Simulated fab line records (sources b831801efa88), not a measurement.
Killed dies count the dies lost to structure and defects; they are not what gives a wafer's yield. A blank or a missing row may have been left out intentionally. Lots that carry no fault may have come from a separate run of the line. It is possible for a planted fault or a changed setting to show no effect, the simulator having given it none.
Chamber matching + flow gf180mcu + cmp-01 running GF_STI_CMP_25: 3 sister chambers
The step polishes, stops on Si3N4, t overpolish 33 s, target thk 524.6 nm. 14 wafers are shown with their chamber, then 6 later ones without.

== EACH WAFER AND ITS CHAMBER ==
| wafer  | chamber | motor-current-A (A) | overpolish-run-s (s) | time-to-endpoint-s (s) |
|--------|---------|---------------------|----------------------|------------------------|
| L306.1 | 0       | 10.4                | 33.003               | 133                    |
| L306.2 | 3       | 10.6                | 33.005               | 132                    |
| L306.5 | 1       | 12.0                | 33.009               | 126                    |
| L312.2 | 1       | 12.0                | 32.996               | 130                    |
| L312.3 | 3       | 10.1                | 33.013               | 132                    |
| L312.4 | 0       | 11.3                | 33.009               | 133                    |
| L314.1 | 3       | 9.9                 | 33.003               | 125                    |
| L314.2 | 1       | 12.2                | 33.020               | 124                    |
| L314.3 | 0       | 11.2                | 32.998               | 123                    |
| L318.1 | 0       | 11.4                | 33.017               | 124                    |
| L318.5 | 0       | 10.9                | 32.994               | 118                    |
| L318.6 | 3       | 10.6                | 33.010               | 118                    |
| L319.3 | 0       | 11.3                | 32.992               | 120                    |
| L319.4 | 1       | 11.9                | 33.002               | 118                    |

SIGNATURES (means of the wafers above)
| reading            | chamber 0 | chamber 1 | chamber 3 | scatter within a chamber |
|--------------------|-----------|-----------|-----------|--------------------------|
| motor-current-A    | 11.083    | 12.025    | 10.300    | 0.321                    |
| overpolish-run-s   | 33.00217  | 33.00675  | 33.00775  | 0.00872                  |
| time-to-endpoint-s | 125.17    | 124.50    | 126.75    | 6.15                     |
Rule: a wafer's distance from a chamber is the root of the sum, over the readings, of the square of ((its reading less the chamber's mean) divided by the reading's scatter). The wafer belongs to the nearest chamber; if the next one is less than 2 further off, it can't be placed. The scatter is the square root of a quotient: the sum, over the shown wafers, of each reading's squared deviation from its chamber's mean, divided by wafers minus chambers.

== WAFERS MISSING THEIR CHAMBER ==
| wafer  | motor-current-A (A) | overpolish-run-s (s) | time-to-endpoint-s (s) |
|--------|---------------------|----------------------|------------------------|
| L319.5 | 11.5                | 32.997               | 115                    |
| L320.2 | 10.8                | 33.005               | 118                    |
| L320.4 | 11.4                | 32.982               | 124                    |
| L320.5 | 11.6                | 33.000               | 124                    |
| L323.2 | 11.0                | 33.003               | 119                    |
| L323.5 | 11.4                | 33.017               | 116                    |

== EACH ONE'S CHAMBER ==
| wafer  | from the rows above          | in truth |
|--------|------------------------------|----------|
| L319.5 | can't be placed: 0 or 1      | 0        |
| L320.2 | can't be placed: 0 or 3      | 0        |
| L320.4 | can't be placed: 0 or 1      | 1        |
| L320.5 | can't be placed: 1 or 0      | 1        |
| L323.2 | can't be placed: 0 or 3      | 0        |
| L323.5 | can't be placed: 0 or 1 or 3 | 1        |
Correctly placed: 0 of 6. From these rows, 6 cannot be placed; in 6 the true chamber is one of the candidates. Placed wrongly: 0.
